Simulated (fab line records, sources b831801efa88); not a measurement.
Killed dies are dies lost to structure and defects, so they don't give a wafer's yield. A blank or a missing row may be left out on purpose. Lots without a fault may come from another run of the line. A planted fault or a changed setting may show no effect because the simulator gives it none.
Which tool did it? | flow sky130 | 24 lots, 72 wafers sampled, at 3 steps of a route of 708

WHAT THE GAUGES READ, wafer by wafer
SKY_NWELL_OVL_MEAS_23.
lot  | measured     | on         | NWELL_01_OVL (nm)
L074 | day 5 04:24  | overlay-01 | -1.1 -0.4 -0.2
L075 | day 5 11:05  | overlay-01 | -1.5 -0.4 -0.7
L076 | day 5 17:34  | overlay-01 | -2.5 -2.8 -1.6
L077 | day 6 00:35  | overlay-01 | -0.3 -1.2 -0.3
L078 | day 6 08:20  | overlay-02 | -1.2 -0.8 0.3
L079 | day 6 10:38  | overlay-01 | -0.4 -1.2 -1.3
L080 | day 6 14:05  | overlay-02 | -0.4 0.5 -0.1
L081 | day 7 00:44  | overlay-02 | 0.0 1.5 0.2
L082 | day 7 09:25  | overlay-01 | -0.1 -0.7 -0.9
L083 | day 7 11:20  | overlay-02 | 0.2 0.2 -0.4
L084 | day 7 19:34  | overlay-02 | 1.3 -0.8 -1.3
L085 | day 8 05:01  | overlay-02 | -1.1 0.8 -0.4
L086 | day 8 09:49  | overlay-01 | -1.2 -1.2 -0.6
L087 | day 8 12:34  | overlay-02 | 0.8 0.9 0.1
L088 | day 8 18:04  | overlay-01 | 0.3 -0.5 0.8
L089 | day 9 02:05  | overlay-02 | 1.8 0.8 0.6
L090 | day 9 06:58  | overlay-01 | 0.3 1.1 1.1
L091 | day 9 14:44  | overlay-02 | -2.1 -2.5 -2.0
L092 | day 9 22:57  | overlay-02 | 1.6 1.8 0.9
L093 | day 10 07:34 | overlay-02 | 0.2 0.8 2.3
L094 | day 10 09:27 | overlay-01 | 0.5 1.2 0.2
L095 | day 10 13:23 | overlay-01 | 0.4 0.1 0.4
L096 | day 10 18:53 | overlay-02 | -0.8 -0.2 -0.1
L097 | day 11 02:17 | overlay-01 | 0.5 0.0 -0.3

SKY_SD_N_CD_MEAS_07: target cd 380 nm.
lot  | measured     | on        | cd_nm (nm)
L074 | day 27 17:52 | cd_sem-01 | 385.0 384.0 386.2
L075 | day 28 00:26 | cd_sem-02 | 379.0 377.2 379.3
L076 | day 28 09:10 | cd_sem-02 | 380.7 381.6 382.5
L077 | day 28 20:00 | cd_sem-01 | 379.5 379.3 379.7
L078 | day 29 02:28 | cd_sem-02 | 382.2 382.2 380.5
L079 | day 29 06:08 | cd_sem-01 | 379.9 380.9 378.1
L080 | day 29 14:26 | cd_sem-01 | 380.1 384.3 382.4
L081 | day 30 02:32 | cd_sem-02 | 377.8 378.6 377.7
L082 | day 30 20:58 | cd_sem-02 | 381.8 378.7 379.9
L083 | day 30 19:33 | cd_sem-01 | 379.7 377.8 381.4
L084 | day 31 05:50 | cd_sem-01 | 385.2 381.7 385.6
L085 | day 31 20:38 | cd_sem-01 | 377.1 377.3 377.7
L086 | day 32 00:17 | cd_sem-01 | 379.7 380.8 381.0
L087 | day 32 04:23 | cd_sem-01 | 381.7 378.1 379.6
L088 | day 32 07:53 | cd_sem-02 | 379.5 379.1 378.7
L089 | day 33 00:48 | cd_sem-02 | 375.7 376.6 377.7
L090 | day 33 04:22 | cd_sem-02 | 381.7 382.3 382.5
L091 | day 33 15:46 | cd_sem-01 | 381.7 380.0 381.2
L092 | day 33 23:17 | cd_sem-01 | 381.3 379.9 380.2
L093 | day 34 16:44 | cd_sem-01 | 380.9 381.3 382.1
L094 | day 34 19:07 | cd_sem-01 | 379.7 380.7 377.5
L095 | day 35 00:35 | cd_sem-01 | 381.3 379.8 382.9
L096 | day 35 04:43 | cd_sem-02 | 380.8 376.8 378.3
L097 | day 35 07:35 | cd_sem-01 | 374.9 376.8 377.3

SKY_CONTACT_THK_MEAS_01.
lot  | measured     | on            | CONTACT_CVD_00_THK (nm)
L074 | day 30 06:28 | film_metro-01 | 75.3 76.4 75.4
L075 | day 30 14:02 | film_metro-04 | 72.6 75.9 75.8
L076 | day 30 21:59 | film_metro-04 | 74.3 75.3 76.1
L077 | day 31 09:43 | film_metro-01 | 73.7 74.6 75.2
L078 | day 31 15:12 | film_metro-03 | 73.6 73.3 74.2
L079 | day 31 19:27 | film_metro-01 | 75.3 73.8 75.4
L080 | day 32 02:44 | film_metro-04 | 74.1 74.5 74.2
L081 | day 32 15:17 | film_metro-04 | 74.3 75.4 75.7
L082 | day 33 08:21 | film_metro-01 | 74.5 73.9 75.0
L083 | day 33 07:02 | film_metro-01 | 74.3 74.3 75.3
L084 | day 33 18:11 | film_metro-04 | 75.0 75.7 74.8
L085 | day 34 08:23 | film_metro-03 | 74.1 74.9 75.7
L086 | day 34 14:19 | film_metro-03 | 73.3 74.5 75.4
L087 | day 34 16:22 | film_metro-03 | 74.3 75.0 74.5
L088 | day 34 18:37 | film_metro-01 | 74.2 74.5 75.1
L089 | day 35 12:13 | film_metro-03 | 74.1 76.2 74.9
L090 | day 35 15:28 | film_metro-01 | 75.3 74.1 73.8
L091 | day 36 01:47 | film_metro-03 | 76.6 76.5 76.9
L092 | day 36 09:56 | film_metro-01 | 74.3 75.4 76.7
L093 | day 37 03:04 | film_metro-03 | 73.0 74.5 75.3
L094 | day 37 05:05 | film_metro-04 | 75.6 75.4 76.2
L095 | day 37 09:43 | film_metro-03 | 73.5 74.7 76.1
L096 | day 37 14:16 | film_metro-03 | 75.6 74.1 74.6
L097 | day 37 17:20 | film_metro-03 | 74.4 74.3 76.3

WHICH TOOL RAN EACH LOT (tool, then ch and the chambers of the sampled wafers, then the start)
The record holds no process step before these readings.

WHAT THE TOOLS THEMSELVES READ (means of the sampled wafers that have a number; where no wafer has one, the mark that the record gives instead)
The record holds no such reading with a usual standard deviation.

THE ANSWER, worked out from the rows above alone
Rule: what is usual is taken from the lots themselves. Put in order of their means at a reading, lots are off if they are a third of the lots or fewer, leave a main group of 4 or more, and stand apart from it by a gap of 3 or more times the standard deviation of the main group's means; of several such gaps the widest counts. A main group whose means are all the same, to the digits that the tables above print for the reading, isn't used. A lot without any number at a reading at which 4 lots or more have one is off too. The other lots that the step has rows for count as sound. The gauges are gone through in route order, then the tools' own readings, and for those a lot's mean is taken as printed above. The first step at which some lot is off is used, and at that step the reading that is off furthest; a lot without a number counts as furthest.
No lot is off at any reading shown: from this, nothing can be told.

WHAT THE SIMULATOR HAD PUT IN
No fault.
